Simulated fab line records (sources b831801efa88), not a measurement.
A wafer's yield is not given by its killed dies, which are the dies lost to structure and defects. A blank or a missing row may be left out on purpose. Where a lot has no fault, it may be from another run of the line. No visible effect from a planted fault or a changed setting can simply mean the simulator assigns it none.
fab line records    flow sky130
record: lots: 6  wafers: 18  last-day: 51
route steps=708 shown METAL2@495 VIA2@507 PAD_OPEN@708
lots untouched by any fault: they come from a run of this same line in which no faults occurred
start-h: hours from the record's opening day to when the first of the lot's shown wafers began    wait-h: hours since the lot's step before    " repeats the value in the row above    L1.1+2: a row that stands for several wafers    - no value, or no start was given    * or withheld: withheld    < > ~ a bound
route shown NAME@n: NAME is a module with steps in the file, n the number in the route of the first one    usual: mean and standard deviation over wafers with no fault    same: alike in all rows    chamber/n: place in a boat    sites: readings site by site    _std_site: the values' standard deviation    _edge_site: mean of outer sites minus mean of inner sites    radius-mm: for every site, how far away it sits from the centre of the wafer    mask NAME#n: copy n    behind: the most recent tool/chamber to have shaped the wafer    hold: reason for holding the lot/hours on hold/outcome of the hold    device: which transistor (n, p or np) failed to switch    end of line: the route-end tests of the same wafers    a step with no rows: only its recipe    killed: at the first sort, the dies lost to defects and structure; wafer yield is something else    map: per-die view of a wafer (x killed, . not killed, _ where there is no die)
set.NAME: setting as actually run; set.NAME@STEP: the setting as run at that earlier step    model.NAME: the simulator's own value behind a step, which no gauge read
lots at some steps of the route; a table a step, a row a wafer
services: a tool's chamber out of use, with start hour (start-h, from the record's first day; less than 0 if before it), hours out, and reason
== steps ==
step: SKY_METAL2_EXPOSE_12
recipe: mask-id: MM2  na: 0.8  source-shape: annular  sigma-inner: 0.55  sigma-outer: 0.85  target-cd-nm: 140  dose-mj: 28
step: SKY_METAL2_PEB_13
recipe: peb-temp-c: withheld  peb-time-s: withheld  resist: KrF-thick
step: SKY_METAL2_DEVELOP_14
recipe: develop-time-s: 60  resist: KrF-thick  dev-temp-c: 21
step: SKY_METAL2_CD_MEAS_15
recipe: target-cd-nm: 140
usual: cd-nm: 139.7/1.6
lot.wafer  tool       chamber  start-h  wait-h  cd-nm
L551.2     cd-sem-01  -        858.86   -       138.1
L551.3     "          -        "        "       138.7
L551.4     "          -        "        "       136.4
L556.4     cd-sem-01  -        896.00   -       139.5
L556.5     "          -        "        "       137.7
L556.6     "          -        "        "       138.4
L562.1     cd-sem-01  -        941.21   -       140.5
L562.4     "          -        "        "       141.9
L562.6     "          -        "        "       141.6
L563.2     cd-sem-02  -        947.73   -       142.0
L563.3     "          -        "        "       141.6
L563.6     "          -        "        "       140.8
L569.1     cd-sem-02  -        982.04   -       139.2
L569.4     "          -        "        "       137.6
L569.5     "          -        "        "       140.2
L570.1     cd-sem-01  -        990.49   -       136.9
L570.4     "          -        "        "       137.4
L570.5     "          -        "        "       138.9
step: SKY_METAL2_OVL_MEAS_16
usual: METAL2_OVL: 2/5.6
lot.wafer  tool        chamber  start-h  wait-h  METAL2_OVL[nm]
L551.2     overlay-02  -        858.97   0.1     -1
L551.3     "           -        "        "       3
L551.4     "           -        "        "       1
L556.4     overlay-02  -        896.08   0.1     -2
L556.5     "           -        "        "       0
L556.6     "           -        "        "       -1
L562.1     overlay-01  -        941.33   0.1     -5
L562.4     "           -        "        "       -10
L562.6     "           -        "        "       -6
L563.2     overlay-01  -        947.84   0.1     7
L563.3     "           -        "        "       1
L563.6     "           -        "        "       5
L569.1     overlay-01  -        982.16   0.1     5
L569.4     "           -        "        "       7
L569.5     "           -        "        "       5
L570.1     overlay-02  -        990.61   0.1     -6
L570.4     "           -        "        "       2
L570.5     "           -        "        "       4
step: SKY_METAL2_DESCUM_17
recipe: chemistry: O2  source-power-w: 150  bias-power-w: 0  pressure-mtorr: 10  temp-c: 40  time-s: 8
usual: drypump-motor-current-A: 5.81/0.24  oes-product-au: 1.002/0.0072  rf-fwd-power-W: 147.0/0.79  temp-c: 40.00/0.11
same: bias-power-w: 0
lot.wafer  tool          chamber  start-h  wait-h  drypump-motor-current-A  oes-product-au  rf-fwd-power-W  rf-hours-counter-h  temp-c
L551.2     rie-metal-04  0        859.01   0.0     5.72                     0.999           146.4           -                   40.04
L551.3     "             0        "        "       5.73                     1.007           146.5           -                   39.96
L551.4     "             0        "        "       5.72                     0.999           146.3           -                   39.96
L556.4     rie-metal-03  0        896.11   0.0     6.21                     1.004           146.3           -                   40.02
L556.5     "             1        "        "       5.64                     0.995           147.4           -                   39.99
L556.6     "             0        "        "       6.23                     1.001           146.9           -                   40.08
L562.1     rie-metal-04  0        941.36   0.0     5.75                     0.999           146.6           10                  39.86
L562.4     "             0        "        "       5.73                     1.012           146.4           -                   39.89
L562.6     "             0        "        "       5.75                     0.998           147.0           -                   39.71
L563.2     rie-metal-03  1        947.87   0.0     5.62                     1.012           148.5           14                  40.09
L563.3     "             0        "        "       6.18                     1.004           146.0           -                   39.88
L563.6     "             0        "        "       6.21                     0.998           146.1           -                   39.81
L569.1     rie-metal-01  1        982.20   0.0     6.04                     1.000           146.9           2                   40.07
L569.4     "             0        "        "       5.78                     0.996           147.2           -                   40.13
L569.5     "             0        "        "       5.77                     0.998           146.8           -                   39.86
L570.1     rie-metal-01  1        990.65   0.0     6.04                     0.988           146.7           2                   39.90
L570.4     "             1        "        "       6.04                     0.987           146.2           -                   39.99
L570.5     "             1        "        "       6.05                     0.988           146.3           -                   40.09
step: SKY_METAL2_ETCH_18
recipe: chemistry: N2/H2  target: BARC  ion-energy-ev: 200  bias-w: 100  pressure-mtorr: 30  n2-flow-sccm: 100  h2-flow-sccm: 200  icp-w: 500  stop-on: SiO2  time-s: 45.9  target-depth-a: 600
usual: drypump-motor-current-A: 5.82/0.24  oes-product-au: 0.854/0.0046  rf-fwd-power-W: 495.0/2.1  throttle-valve-pct: 13.225/0.0095
lot.wafer  tool          chamber  start-h  wait-h  drypump-motor-current-A  oes-product-au  rf-fwd-power-W  rf-hours-counter-h  throttle-valve-pct
L551.2     rie-metal-04  0        859.08   0.1     5.74                     0.851           496.4           -                   13.231
L551.3     "             0        "        "       5.74                     0.847           496.6           -                   13.231
L551.4     "             0        "        "       5.74                     0.853           497.7           -                   13.230
L556.4     rie-metal-03  0        896.15   0.0     6.22                     0.852           494.6           -                   13.232
L556.5     "             1        "        "       5.66                     0.851           496.3           -                   13.242
L556.6     "             0        "        "       6.21                     0.851           494.0           -                   13.235
L562.1     rie-metal-04  0        941.39   0.0     5.74                     0.856           492.4           10                  13.231
L562.4     "             0        "        "       5.75                     0.854           492.8           -                   13.211
L562.6     "             0        "        "       5.75                     0.846           494.5           -                   13.224
L563.2     rie-metal-03  1        947.90   0.0     5.64                     0.853           496.4           14                  13.224
L563.3     "             0        "        "       6.22                     0.857           492.8           -                   13.224
L563.6     "             0        "        "       6.24                     0.851           491.1           -                   13.216
L569.1     rie-metal-01  1        982.23   0.0     6.02                     0.854           493.3           2                   13.236
L569.4     "             0        "        "       5.77                     0.845           497.1           -                   13.223
L569.5     "             0        "        "       5.77                     0.847           496.1           -                   13.235
L570.1     rie-metal-01  1        990.68   0.0     6.03                     0.851           491.1           2                   13.229
L570.4     "             1        "        "       6.04                     0.861           490.7           -                   13.236
L570.5     "             1        "        "       6.03                     0.861           492.3           -                   13.228
step: SKY_METAL2_METAL_ETCH_19
recipe: target-depth-a: 3600  stop-on: SiO2  over-etch-frac: 0.3  time-s: 78  chemistry: Cl2/BCl3  resist-sidewall-deg: 88  pressure-mtorr: 10  icp-w: 900  bias-w: 48.5  Cl2_flow_sccm: 60  bcl3-flow-sccm: 30
usual: bcl3-flow-sccm: 30.01/0.09  drypump-motor-current-A: 5.81/0.24  oes-product-au: 0.854/0.0055  rf-fwd-power-W: 893/3.1  throttle-valve-pct: 22.264/0.0091
lot.wafer  tool          chamber  start-h  wait-h  bcl3-flow-sccm  drypump-motor-current-A  oes-product-au  rf-fwd-power-W  rf-hours-counter-h  throttle-valve-pct
L551.2     rie-metal-04  0        859.22   0.1     30.01           5.73                     0.855           890             -                   22.271
L551.3     "             0        "        "       29.98           5.73                     0.854           893             -                   22.267
L551.4     "             0        "        "       30.11           5.75                     0.845           893             -                   22.244
L556.4     rie-metal-03  0        896.22   0.1     30.05           6.21                     0.847           894             -                   22.258
L556.5     "             1        "        "       29.89           5.63                     0.854           894             -                   22.259
L556.6     "             0        "        "       29.89           6.22                     0.851           891             -                   22.251
L562.1     rie-metal-04  0        941.46   0.0     30.06           5.75                     0.852           898             10                  22.273
L562.4     "             0        "        "       30.18           5.72                     0.858           893             -                   22.256
L562.6     "             0        "        "       29.97           5.71                     0.858           895             -                   22.264
L563.2     rie-metal-03  1        947.96   0.0     29.86           5.65                     0.862           893             14                  22.268
L563.3     "             0        "        "       30.05           6.22                     0.844           892             -                   22.254
L563.6     "             0        "        "       30.02           6.23                     0.857           887             -                   22.256
L569.1     rie-metal-01  1        982.29   0.0     30.08           6.04                     0.854           887             2                   22.263
L569.4     "             0        "        "       30.01           5.78                     0.861           895             -                   22.274
L569.5     "             0        "        "       30.09           5.77                     0.854           897             -                   22.269
L570.1     rie-metal-01  1        990.74   0.0     30.01           6.07                     0.856           889             2                   22.265
L570.4     "             1        "        "       30.02           6.04                     0.858           889             -                   22.259
L570.5     "             1        "        "       30.03           6.05                     0.850           891             -                   22.259
step: SKY_METAL2_STRIP_20
recipe: chemistry: O2/N2  power-w: 1400  pressure-mtorr: 1500  platen-temp-c: withheld  o2-flow-sccm: 3000  n2-flow-sccm: 300  overash-fraction: 0.5
usual: drypump-motor-current-A: 5.8/0.4  oes-product-au: 0.342/0.0041  strip-time-to-endpoint-s: 2.682/0.029
lot.wafer  tool             chamber  start-h  wait-h  drypump-motor-current-A  oes-product-au  rf-hours-counter-h  strip-time-to-endpoint-s
L551.2     plasma-asher-02  1        859.37   0.1     6.1                      0.344           75                  2.692
L551.3     "                0        "        "       6.0                      0.343           -                   2.716
L551.4     "                1        "        "       6.2                      0.343           -                   2.682
L556.4     plasma-asher-02  1        896.31   0.1     6.1                      0.342           -                   2.679
L556.5     "                1        "        "       6.1                      0.350           -                   2.624
L556.6     "                0        "        "       6.0                      0.334           -                   2.656
L562.1     plasma-asher-04  1        941.55   0.1     6.1                      0.347           103                 2.694
L562.4     "                1        "        "       6.1                      0.345           -                   2.706
L562.6     "                0        "        "       5.2                      0.340           -                   2.690
L563.2     plasma-asher-04  1        948.05   0.1     6.1                      0.342           103                 2.647
L563.3     "                0        "        "       5.2                      0.336           -                   2.666
L563.6     "                1        "        "       6.1                      0.341           -                   2.661
L569.1     plasma-asher-04  0        982.38   0.1     5.2                      0.336           106                 2.705
L569.4     "                1        "        "       6.1                      0.346           -                   2.689
L569.5     "                1        "        "       6.1                      0.346           -                   2.731
L570.1     plasma-asher-01  1        990.83   0.1     5.1                      0.335           24                  2.700
L570.4     "                0        "        "       5.9                      0.344           -                   2.667
L570.5     "                1        "        "       5.1                      0.344           -                   2.652
step: SKY_METAL2_STRIP_21
recipe: chemistry: post-etch-residue-remover  time-s: 1200  temp-c: 72.5
step: SKY_METAL2_CLEAN_22
recipe: chemistry: IPA  time-s: 180  temp-c: 25
step: SKY_METAL2_CLEAN_23
recipe: chemistry: O3/DIW  dry: n2-spin
step: SKY_VIA2_HDPCVD_00
recipe: material: SiO2  target-thk-nm: 1180  sigma-open-frac: 0.3  time-s: 196.7  temp-c: 400  sih4-flow-sccm: 60  pressure-mtorr: 6
usual: run-length-s: 224.6/0.6  susceptor-temp-C: 400.00/0.23
lot.wafer  tool       chamber  start-h  wait-h  run-length-s  susceptor-temp-C  model.SiO2_of_VIA2_HDPCVD_00.thk-nm
L551.2     hdpcvd-02  1        860.00   0.0     223.6         399.85            1176
L551.3     "          2        "        "       224.0         399.94            1183
L551.4     "          0        "        "       225.0         399.73            1165
L556.4     hdpcvd-01  1        897.08   0.1     224.3         400.02            1180
L556.5     "          2        "        "       225.8         400.00            1174
L556.6     "          0        "        "       224.4         399.94            1179
L562.1     hdpcvd-02  0        942.18   0.0     263.2         400.23            1406
L562.4     "          2        "        "       223.7         400.28            1168
L562.6     "          0        "        "       263.4         400.12            1392
L563.2     hdpcvd-02  2        948.64   0.0     224.1         399.96            1166
L563.3     "          0        "        "       263.8         400.25            1413
L563.6     "          1        "        "       223.6         400.08            1182
L569.1     hdpcvd-01  2        982.98   0.0     225.9         399.95            1169
L569.4     "          0        "        "       225.4         400.32            1176
L569.5     "          1        "        "       224.5         399.71            1173
L570.1     hdpcvd-01  1        991.43   0.0     224.4         399.96            1172
L570.4     "          1        "        "       224.4         400.21            1161
L570.5     "          2        "        "       225.3         399.69            1158
step: SKY_VIA2_THK_MEAS_01
recipe: reads: SiO2_of_VIA2_HDPCVD_00
usual: VIA2_HDPCVD_THK: 1175/11
lot.wafer  tool           chamber  start-h  wait-h  hold                      VIA2_HDPCVD_THK[nm]
L551.2     film-metro-03  -        860.14   0.1     -                         1176
L551.3     "              -        "        "       -                         1183
L551.4     "              -        "        "       -                         1165
L556.4     film-metro-03  -        897.18   0.0     -                         1180
L556.5     "              -        "        "       -                         1173
L556.6     "              -        "        "       -                         1178
L562.1     film-metro-02  -        942.30   0.1     await-dispo/0.2h/release  1406
L562.4     "              -        "        "       await-dispo/0.2h/release  1168
L562.6     "              -        "        "       await-dispo/0.2h/release  1392
L562.1     film-metro-02  -        942.53   0.2     -                         1405
L562.4     "              -        "        "       -                         1168
L562.6     "              -        "        "       -                         1392
L563.2     film-metro-04  -        948.78   0.1     await-dispo/0.2h/release  1167
L563.3     "              -        "        "       await-dispo/0.2h/release  1413
L563.6     "              -        "        "       await-dispo/0.2h/release  1181
L563.2     film-metro-04  -        949.01   0.2     -                         1166
L563.3     "              -        "        "       -                         1414
L563.6     "              -        "        "       -                         1183
L569.1     film-metro-04  -        983.10   0.1     -                         1169
L569.4     "              -        "        "       -                         1176
L569.5     "              -        "        "       -                         1172
L570.1     film-metro-02  -        991.56   0.1     -                         1171
L570.4     "              -        "        "       -                         1161
L570.5     "              -        "        "       -                         1157
step: SKY_VIA2_CMP_02
recipe: material: SiO2  down-force-psi: 4  platen-rpm: 60  pad-velocity-m-s: 0.94248
usual: motor-current-A: 12.4/1.3  retaining-ring-pressure-frac: 1.000/0.005
lot.wafer  tool    chamber  start-h  wait-h  hold                       motor-current-A  retaining-ring-pressure-frac
L551.4     cmp-01  2        860.19   0.0     -                          12.3             0.996
L551.3     "       3        "        "       -                          11.4             1.006
L551.2     "       0        "        "       -                          11.2             0.994
L556.4     cmp-01  1        897.36   0.2     -                          11.1             1.004
L556.6     "       2        "        "       -                          13.3             1.000
L556.5     "       3        "        "       -                          10.9             0.997
L562.1     cmp-01  1        945.64   3.1     await-dispo/2.9h/release   11.3             1.002
L562.4     "       2        "        "       await-dispo/2.9h/release   13.8             1.006
L562.6     "       2        "        "       await-dispo/2.9h/release   13.0             1.011
L563.2     cmp-01  3        960.86   11.8    await-dispo/11.8h/release  11.6             0.993
L563.3     "       1        "        "       await-dispo/11.8h/release  11.0             0.998
L563.6     "       2        "        "       await-dispo/11.8h/release  13.9             0.998
L569.4     cmp-02  0        983.26   0.1     -                          10.8             0.994
L569.1     "       1        "        "       -                          13.3             1.010
L569.5     "       2        "        "       -                          13.0             0.994
L570.1     cmp-02  3        991.67   0.1     -                          12.6             1.000
L570.4     "       0        "        "       -                          10.5             0.999
L570.5     "       3        "        "       -                          12.4             0.997
step: SKY_PAD_OPEN_PROBE_99
usual: defect-limited-yield: 82.3/1.8  killed_at_M0_to_M3: 43/6.9  killed_at_M4_up: 3.2/1.6  killed-at-contacts: 25/5.1  killed-at-front-end: 16/4.5  killed-at-other: 0.3/0.68  killed-dies: 87/8.9  killed-open: 48/6.9  killed-short: 39/6.3  sort_bin_3_pad_short: 0.8/0.4  sort_bin_5_function: 10.5/1.4  sort_bin_6_memory: 6.4/1.1  sort-n-pass: 405/8.9  sort-yield-pct: 82.3/1.8
same: gross-dies: 492  killed-at-back-side: 0  sort_bin_4_leakage[%]: 0  sort_bin_8_speed[%]: 0
lot.wafer  tool       chamber  start-h  wait-h  defect-limited-yield[%]  killed_at_M0_to_M3  killed_at_M4_up  killed-at-contacts  killed-at-front-end  killed-at-other  killed-dies  killed-open  killed-short  sort_bin_3_pad_short[%]  sort_bin_5_function[%]  sort_bin_6_memory[%]  sort-n-pass  sort-yield-pct[%]
L556.4     prober-01  -        1141.78  0.2     79.9                     47                  3                30                  19                   0                99           52           46            1.2                      11.8                    7.1                   393          79.9
L556.5     prober-01  -        1141.83  0.2     80.9                     54                  7                24                  9                    0                94           52           42            0.6                      10.2                    8.3                   398          80.9
L556.6     prober-01  -        1141.88  0.2     81.5                     51                  1                33                  6                    0                91           47           44            0.6                      11.4                    6.5                   401          81.5
L562.1     prober-01  -        1177.84  0.1     82.3                     45                  6                21                  15                   0                87           46           41            0.6                      8.3                     8.7                   405          82.3
L562.6     prober-01  -        1178.09  0.2     80.5                     47                  4                22                  21                   2                96           58           38            1.2                      11.8                    6.5                   396          80.5
L569.1     prober-01  -        1204.49  0.1     82.1                     40                  0                32                  16                   0                88           46           42            1.2                      9.6                     7.1                   404          82.1
L569.4     prober-01  -        1204.64  0.2     79.9                     47                  3                25                  24                   0                99           53           46            1.4                      13.4                    5.3                   393          79.9
L569.5     prober-01  -        1204.69  0.2     83.5                     35                  1                28                  17                   0                81           39           42            0.6                      10.8                    5.1                   411          83.5
killed by level:class
L556.4 CONTACT:geometric-particle:open=11 VIA1:geometric-particle:open=11 LOCAL_INTERCONNECT:geometric-particle:short=6 METAL1:geometric-particle:short=6 POLY_GATE:geometric-particle:short=6 VIA1:geometric-particle:short=6 POLY_GATE:geometric-particle:open=5 METAL2:geometric-particle:short=5
L556.5 VIA1:geometric-particle:open=17 METAL1:geometric-particle:short=7 CONTACT:geometric-particle:open=7 CONTACT:geometric-particle:short=6 VIA1:geometric-particle:short=6 METAL2:geometric-particle:short=5 LI_CONTACT:geometric-particle:open=5 VIA2:geometric-particle:open=5
L556.6 CONTACT:geometric-particle:open=13 VIA1:geometric-particle:open=10 LI_CONTACT:geometric-particle:open=8 VIA1:geometric-particle:short=8 VIA2:geometric-particle:open=7 CONTACT:geometric-particle:short=6 METAL2:geometric-particle:short=6 VIA2:geometric-particle:short=5
L562.1 CONTACT:geometric-particle:open=9 VIA2:geometric-particle:open=9 LI_CONTACT:geometric-particle:open=6 VIA1:geometric-particle:open=6 VIA1:geometric-particle:short=6 METAL2:geometric-particle:short=6 METAL1:geometric-particle:short=5 FIELD_ISO:geometric-particle:short=4
L562.6 VIA1:geometric-particle:open=17 CONTACT:geometric-particle:open=11 FIELD_ISO:geometric-particle:short=8 VIA1:geometric-particle:short=7 POLY_GATE:geometric-particle:open=6 VIA2:geometric-particle:open=5 METAL4:geometric-particle:short=4 LI_CONTACT:geometric-particle:open=4
L569.1 CONTACT:geometric-particle:open=12 LI_CONTACT:geometric-particle:open=8 METAL1:geometric-particle:short=8 VIA2:geometric-particle:open=7 CONTACT:geometric-particle:short=6 VIA1:geometric-particle:open=6 VIA1:geometric-particle:short=6 FIELD_ISO:geometric-particle:short=4
L569.4 CONTACT:geometric-particle:open=12 FIELD_ISO:geometric-particle:short=10 METAL1:geometric-particle:short=9 FIELD_ISO:geometric-particle:open=8 LI_CONTACT:geometric-particle:open=8 VIA3:geometric-particle:open=7 VIA2:geometric-particle:open=7 VIA1:geometric-particle:short=6
L569.5 CONTACT:geometric-particle:open=13 VIA1:geometric-particle:open=8 FIELD_ISO:geometric-particle:short=7 LOCAL_INTERCONNECT:geometric-particle:short=5 VIA1:geometric-particle:short=5 VIA3:geometric-particle:open=5 LI_CONTACT:geometric-particle:open=4 CONTACT:geometric-particle:short=4
== services ==
tool             chamber  start-h  hours  kind
plasma-asher-02  -        837.47   0.3    repair
rie-metal-04     1        851.80   -      clean
rie-metal-04     1        851.80   25.8   scheduled-down
rie-metal-04     1        851.80   25.8   vent-cycle
cmp-02           -        851.84   4.1    pm
plasma-asher-02  -        862.05   0.6    repair
plasma-asher-02  -        867.50   2.8    pm
plasma-asher-01  -        881.08   1.8    repair
cmp-02           -        909.76   1.3    repair
cmp-01           -        912.02   4.0    pm
rie-metal-01     1        928.90   -      clean
rie-metal-01     1        928.90   18.7   scheduled-down
rie-metal-01     1        928.90   18.7   vent-cycle
cmp-01           -        936.09   4.3    pm
plasma-asher-01  -        940.85   2.7    repair
plasma-asher-02  -        949.75   1.8    repair
hdpcvd-02        -        950.25   15.0   pm
hdpcvd-02        2        951.16   10.9   repair
rie-metal-01     0        963.91   4.2    repair
hdpcvd-01        0        965.73   4.9    repair
hdpcvd-01        2        966.14   9.9    repair
cmp-01           -        972.57   1.3    repair
cmp-01           -        985.66   0.4    repair
rie-metal-04     0        985.94   1.2    repair
== key ==
first-sign: step: SKY_VIA2_HDPCVD_00  reading: run-length-s  direction: up  sigmas: 65  usual: *  struck: *
effect: step: SKY_VIA2_THK_MEAS_01  reading: visit  direction: added
effect: step: SKY_VIA2_THK_MEAS_01  reading: VIA2_HDPCVD_THK  direction: up  sigmas: 21  usual: 1175  struck: 1404
model-effect: step: SKY_VIA2_HDPCVD_00  value: SiO2_of_VIA2_HDPCVD_00.thk-nm  without: 1172  struck: 1404
met-at SKY_VIA2_HDPCVD_00
struck-wafers L562.1,L562.6,L563.3
onset-between 860.00 942.18
fault: kind: process-parameter-drift  tool: hdpcvd-02  chamber: 0  onset-h: 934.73  steps: SKY_VIA2_HDPCVD_00  channel: time-s  offset: *  shape: step  end-h: 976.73  acts-in: *  stated: *
